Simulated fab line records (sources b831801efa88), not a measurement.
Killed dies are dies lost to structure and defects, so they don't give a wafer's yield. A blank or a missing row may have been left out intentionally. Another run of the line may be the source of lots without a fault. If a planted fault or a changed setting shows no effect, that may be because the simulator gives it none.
Chamber matching -- flow sky130 -- SKY_FIELD_ISO_ETCH_14 on rie_diel-02: 4 sister chambers
The step etches BARC in N2/H2, stops on SiO2, time 48.11 s, target depth 60 nm. 8 wafers are shown with their chamber, then 7 later ones without.

EACH WAFER AND ITS CHAMBER
wafer,chamber,drypump_motor_current_A (A),oes_product_au (a.u.)
L270.3,0,5.0,0.848
L270.4,3,6.0,0.844
L270.6,0,5.0,0.838
L275.1,2,6.4,0.858
L275.3,3,6.0,0.837
L275.5,1,5.8,0.847
L277.3,2,6.5,0.836
L277.4,1,5.8,0.851

WAFERS WITHOUT THEIR CHAMBER
wafer,drypump_motor_current_A (A),oes_product_au (a.u.)
L277.6,6.0,0.841
L278.1,5.8,0.841
L278.2,6.0,0.843
L278.4,5.0,0.848
L282.2,6.0,0.841
L282.5,5.0,0.845
L282.6,5.8,0.852

WHICH CHAMBER EACH WENT THROUGH
wafer,from the rows above,in truth
L277.6,3,3
L278.1,1,1
L278.2,3,3
L278.4,0,0
L282.2,3,3
L282.5,0,0
L282.6,1,1
Correct placement for 7 of the 7. Left unplaced by these rows: 0. Wrongly placed: 0.
How it was worked out, from the rows above alone: a wafer's distance from a chamber is the root of the sum, over the readings, of the square of ((its reading less the chamber's mean) divided by the reading's scatter). The wafer belongs to the nearest chamber; if the next one is less than 2 further off, it can't be placed. For every chamber, the mean is computed from those of its wafers that are shown. How the scatter is found: for the shown wafers, subtract from each reading the mean of its chamber, square and add these, divide the total by (wafers less chambers), then take the root.
